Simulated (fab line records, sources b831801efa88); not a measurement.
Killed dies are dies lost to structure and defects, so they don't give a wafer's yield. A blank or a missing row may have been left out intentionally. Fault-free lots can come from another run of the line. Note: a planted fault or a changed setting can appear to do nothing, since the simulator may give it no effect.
The tool behind it: which one? + flow gf180mcu + Sampling: 13 lots, 39 wafers, 4 of 602 route steps

== WHAT EACH GAUGE READ, for each wafer ==
GF_DNWELL_TW_MEAS_09.
| lot  | measured    | on           | DNWELL_TW      |
|------|-------------|--------------|----------------|
| L636 | day 3 04:40 | filmMetro-03 | 1337 1332 1329 |
| L640 | day 4 02:40 | filmMetro-01 | 1377 1372 1372 |
| L641 | day 4 08:43 | filmMetro-01 | 1367 1365 1363 |
| L642 | day 4 11:40 | filmMetro-02 | 1356 1368 1359 |
| L643 | day 4 17:38 | filmMetro-03 | 1333 1338 1339 |
| L644 | day 5 01:04 | filmMetro-02 | 1360 1353 1347 |
| L645 | day 5 05:13 | filmMetro-02 | 1353 1358 1354 |
| L647 | day 5 16:10 | filmMetro-02 | 1527 1527 1528 |
| L653 | day 7 00:04 | filmMetro-01 | 1541 1536 1531 |
| L654 | day 7 04:34 | filmMetro-01 | 1376 1376 1381 |
| L655 | day 7 12:01 | filmMetro-01 | 1385 1390 1390 |
| L656 | day 7 15:30 | filmMetro-03 | 1352 1346 1337 |
| L657 | day 7 20:34 | filmMetro-03 | 1338 1336 1335 |

GF_PSD_RS_MEAS_15: measures by four-point-probe.
| lot  | measured     | on           | PSD_RS (ohm/sq)      |
|------|--------------|--------------|----------------------|
| L636 | day 14 23:25 | filmMetro-01 | 108.60 109.01 108.84 |
| L640 | day 16 08:47 | filmMetro-03 | 108.52 108.40 108.67 |
| L641 | day 16 14:14 | filmMetro-01 | 108.46 108.26 108.65 |
| L642 | day 17 07:32 | filmMetro-04 | 108.74 108.63 108.86 |
| L643 | day 17 10:16 | filmMetro-03 | 108.41 109.08 108.73 |
| L644 | day 17 20:05 | filmMetro-04 | 108.70 108.64 108.91 |
| L645 | day 18 07:13 | filmMetro-01 | 108.57 108.64 108.86 |
| L647 | day 18 20:50 | filmMetro-03 | 108.83 108.48 108.80 |
| L653 | day 20 23:01 | filmMetro-03 | 108.65 108.48 108.58 |
| L654 | day 21 05:56 | filmMetro-01 | 107.94 108.15 107.76 |
| L655 | day 21 13:49 | filmMetro-01 | 108.71 108.88 108.83 |
| L656 | day 22 02:53 | filmMetro-01 | 108.57 108.48 108.38 |
| L657 | day 22 05:26 | filmMetro-01 | 108.86 108.96 108.67 |

GF_CONTACT_THK_MEAS_01.
| lot  | measured     | on           | CONTACT_CVD_00_THK (nm) |
|------|--------------|--------------|-------------------------|
| L636 | day 15 22:37 | filmMetro-02 | 295 296 293             |
| L640 | day 17 08:50 | filmMetro-02 | 296 297 297             |
| L641 | day 17 14:01 | filmMetro-02 | 300 300 301             |
| L642 | day 18 08:01 | filmMetro-04 | 302 301 299             |
| L643 | day 18 10:49 | filmMetro-03 | 294 297 298             |
| L644 | day 18 20:41 | filmMetro-02 | 300 302 301             |
| L645 | day 19 07:49 | filmMetro-03 | 290 290 295             |
| L647 | day 19 22:04 | filmMetro-02 | 294 297 296             |
| L653 | day 21 23:38 | filmMetro-04 | 296 295 297             |
| L654 | day 22 06:05 | filmMetro-03 | 302 297 299             |
| L655 | day 22 14:11 | filmMetro-04 | 295 299 299             |
| L656 | day 23 03:32 | filmMetro-02 | 297 294 297             |
| L657 | day 23 05:27 | filmMetro-04 | 294 294 298             |

== EACH LOT AND THE TOOL THAT RAN IT (in order: tool; ch and the chambers of the sampled wafers; start) ==
| lot  | GF_DNWELL_IMPLANT_07           |
|------|--------------------------------|
| L636 | implanter-01 ch 0, day 3 04:25 |
| L640 | implanter-02 ch 0, day 4 02:26 |
| L641 | implanter-01 ch 0, day 4 08:28 |
| L642 | implanter-04 ch 0, day 4 11:25 |
| L643 | implanter-02 ch 0, day 4 17:25 |
| L644 | implanter-01 ch 0, day 5 00:49 |
| L645 | implanter-02 ch 0, day 5 04:58 |
| L647 | implanter-01 ch 0, day 5 15:55 |
| L653 | implanter-01 ch 0, day 6 23:49 |
| L654 | implanter-04 ch 0, day 7 04:20 |
| L655 | implanter-04 ch 0, day 7 11:46 |
| L656 | implanter-02 ch 0, day 7 15:17 |
| L657 | implanter-04 ch 0, day 7 20:20 |
- GF_DNWELL_IMPLANT_07

== WHAT THE TOOLS THEMSELVES READ (means of the sampled wafers that have a number; where no wafer has one, the mark that the record gives instead) ==
GF_DNWELL_IMPLANT_07.
| lot  | tool         | endStationPressureTorr (Torr) | tiltDeg (degrees) |
|------|--------------|-------------------------------|-------------------|
| L636 | implanter-01 | 5.08e-06                      | 0.004             |
| L640 | implanter-02 | 5.17e-06                      | -0.010            |
| L641 | implanter-01 | 5.14e-06                      | -0.003            |
| L642 | implanter-04 | 5.12e-06                      | 0.021             |
| L643 | implanter-02 | 5.13e-06                      | -0.013            |
| L644 | implanter-01 | 4.93e-06                      | 0.003             |
| L645 | implanter-02 | 4.89e-06                      | 0.006             |
| L647 | implanter-01 | 5.14e-06                      | 5.229             |
| L653 | implanter-01 | 4.89e-06                      | 5.257             |
| L654 | implanter-04 | 5.00e-06                      | 0.017             |
| L655 | implanter-04 | 5.10e-06                      | -0.004            |
| L656 | implanter-02 | 5.22e-06                      | -0.014            |
| L657 | implanter-04 | 4.92e-06                      | 0.010             |

== THE ANSWER, worked out from the rows above alone ==
Rule: what is usual is taken from the lots themselves. The widest of any qualifying gaps counts: lots, ordered by their means at a reading, are off when they make up no more than a third of the lots, leave a main group of 4 or more, and stand apart from it by 3 or more times the standard deviation of that group's means. The tables above print the reading to a certain number of digits; a main group whose means all agree to those digits is not used. Also off: a lot with no number at a reading for which 4 or more lots have one. Any other lot the step has rows for is counted as sound. First the gauges in route order, then the tools' own readings, where a lot's mean is used as printed above. At the first step where some lot is off, the reading lying furthest off is the one used; lots without a number count as furthest.
Off: L647, L653, at GF_DNWELL_TW_MEAS_09 (DNWELL_TW). Main group: mean 1357, sd 17.
A tool fits if, at a process step before that reading, it ran every lot that is off, and no sound lot after the first of them. Not tried: the gauges at GF_DNWELL_TW_MEAS_09; whatever is off there is also off at GF_DNWELL_IMPLANT_07, on other tools, and gauge error can't account for it. One fits: GF_DNWELL_IMPLANT_07 on implanter-01. A fault onset in the window from L644 (day 5 00:49, its last sound lot) to L647 (day 5 15:55, its first lot off) fits.
The tool's own readings at GF_DNWELL_IMPLANT_07 bear it out: on the lots that are off they differ by more than 5 times the standard deviation of the sound lots' means. tiltDeg reads 5.243 degrees there against 0.002 degrees on the sound lots.

== WHAT THE SIMULATOR PUT IN ==
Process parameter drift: implanter-01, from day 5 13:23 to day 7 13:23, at GF_DNWELL_IMPLANT_07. A move of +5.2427 in setting tiltDeg, from 0. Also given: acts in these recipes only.
Shown lots that were struck: L647, L653. The rule above found the same.
